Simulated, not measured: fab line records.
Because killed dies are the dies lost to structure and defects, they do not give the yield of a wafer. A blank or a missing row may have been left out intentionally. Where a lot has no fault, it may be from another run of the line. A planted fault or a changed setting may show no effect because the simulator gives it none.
Comparing a struck lot with a sound one -- flow sky130 -- 20 out of 708 route steps
Sound: wafers L615.1, L615.3, L615.4. The struck wafers were L622.1, L622.4, L622.6. At the end, the cause is stated.
Each step with rows lists, per side, the tool, then ch with its chambers, then its first start. Under that, the readings that differ: sound wafers -- struck wafers -- difference of the means -- sigmas: that difference in standard deviations of wafers without a fault.
alike: a reading whose means differ by less than 2 such deviations, as well as words and numbers matching on both sides. not compared: withheld readings; readings where some wafer has no value; bounds like >300 that might hide an equal value; numbers whose values overlap and for which the record gives no deviation.
The two part at a step that has a row with sigmas, a row that says differs or no value, or rows on one side only. Non-overlapping numbers with no deviation appear without sigmas and do not part them. A reading missing from all wafers of one side parts the sides only when that side holds two or more wafers.

first, 1 step without rows for these wafers: SKY_POLY_GATE_CVD_03 (deposits Si3N4 from DCS/NH3, target thk 75 nm, time 1290 s).
SKY_POLY_GATE_THK_MEAS_04:
  sound on film-metro-03 at day 24 03:43; struck on film-metro-03 at day 24 03:57
  alike: POLY_GATE_CVD_03_THK
then, 8 steps without rows for these wafers: SKY_POLY_GATE_DEHYDRATE_05 (time 60 s); SKY_POLY_GATE_HMDS_06 (prime time 60 s); SKY_POLY_GATE_COAT_07 (resist thk 110 nm); SKY_POLY_GATE_COAT_08 (resist thk 450 nm); SKY_POLY_GATE_SOFTBAKE_09 (time 90 s); SKY_POLY_GATE_EXPOSE_10 (exposes mask P1M, target cd 150 nm); SKY_POLY_GATE_PEB_11; SKY_POLY_GATE_DEVELOP_12 (develop time 60 s).
SKY_POLY_GATE_CD_MEAS_13: target cd 150 nm.
  sound on cd-sem-02 at day 25 07:23; struck on cd-sem-01 at day 25 09:29
reading,sound,struck,difference,sigmas
cd-nm (nm),151.2 152.5 153.1,149.3 150.3 150.0,-2.4,-2
SKY_POLY_GATE_OVL_MEAS_14:
  sound on overlay-02 at day 25 07:30; struck on overlay-01 at day 25 09:36
  alike: POLY_GATE_OVL
SKY_POLY_GATE_ETCH_15: etches BARC in N2/H2, stops on SiO2, time 118.5 s, target depth 110 nm.
  sound on rie-diel-04 ch 0,2, day 25 07:32; struck on rie-diel-03 ch 1,3, day 25 09:38
  no value came back on the struck wafers for any of 5 readings (bias-w (W), chamber-pressure-mTorr (mTorr) and others); on the sound wafers bias-w (W) reads 99.7 99.5 99.8
reading,sound,struck,difference,sigmas
model.KrF-thick_of_POLY_GATE_COAT_08.thk-nm (nm),346.7 346.1 346.5,434.9 436.5 435.6,+89.2,
  not compared: rf-hours-counter-h
SKY_POLY_GATE_ETCH_16: etches Si3N4 in CH3F/O2, stops on poly-Si, time 147.5 s, target depth 75 nm.
  sound on rie-diel-04 ch 0,2, day 25 07:37; struck on rie-diel-03 ch 1,3, day 25 09:43
reading,sound,struck,difference,sigmas
oes-product-au (a.u.),0.643 0.638 0.631,0.360 0.384 0.375,-0.264,-53
throttle-valve-pct (%),10.533 10.534 10.541,10.483 10.499 10.497,-0.043,-4
  alike: O2_flow_sccm, bias-w, ch3f-flow-sccm, chamber-pressure-mTorr, drypump-motor-current-A
  not compared: rf-hours-counter-h
SKY_POLY_GATE_ETCH_17: etches poly-Si in HBr/Cl2, stops on SiO2, target depth 180 nm, time 70.5 s.
  sound on rie-si-01 ch 0,2,3, day 25 07:43; struck on rie-si-01 ch 2,3, day 25 09:49
reading,sound,struck,difference,sigmas
oes-product-au (a.u.),0.987 0.979 0.987,0.261 0.266 0.269,-0.719,-98
model.KrF-thick_of_POLY_GATE_COAT_08.thk-nm (nm),142.8 142.7 143,231.1 233.1 229.5,+88.4,
  alike: HBr_flow_sccm, bias-w, chamber-pressure-mTorr, drypump-motor-current-A, throttle-valve-pct
  not compared: rf-hours-counter-h
SKY_POLY_GATE_STRIP_18: strips in O2/N2.
  sound on plasma-asher-02 ch 0,1, day 25 07:47; struck on plasma-asher-03 ch 0,1, day 25 09:52
reading,sound,struck,difference,sigmas
oes-product-au (a.u.),0.359 0.360 0.355,0.400 0.403 0.405,+0.045,+10
strip-time-to-endpoint-s (s),3.19 3.20 3.22,4.15 4.18 4.14,+0.95,+24
  alike: chamber-pressure-mTorr, drypump-motor-current-A
  not compared: rf-hours-counter-h
then, 2 steps without rows for these wafers: SKY_POLY_GATE_CLEAN_19 (cleans in SC1/SC2, time 150 s); SKY_POLY_GATE_OXIDATION_20 (stabilise 600 s, purge 300 s, target thk 4 nm).
SKY_POLY_GATE_CD_MEAS_22:
  sound on cd-sem-01 at day 25 11:21; struck on cd-sem-01 at day 25 12:12
reading,sound,struck,difference,sigmas
cd-nm (nm),150.6 153.4 152.1,- - -,no value on the struck wafers,
then, 1 step without rows for these wafers: SKY_LDD_N_DEHYDRATE_00 (time 60 s).

WHERE THEY PART
Earliest at SKY_POLY_GATE_CD_MEAS_13; latest, in this record, at SKY_POLY_GATE_CD_MEAS_22.

WHY: whatever the simulator had introduced
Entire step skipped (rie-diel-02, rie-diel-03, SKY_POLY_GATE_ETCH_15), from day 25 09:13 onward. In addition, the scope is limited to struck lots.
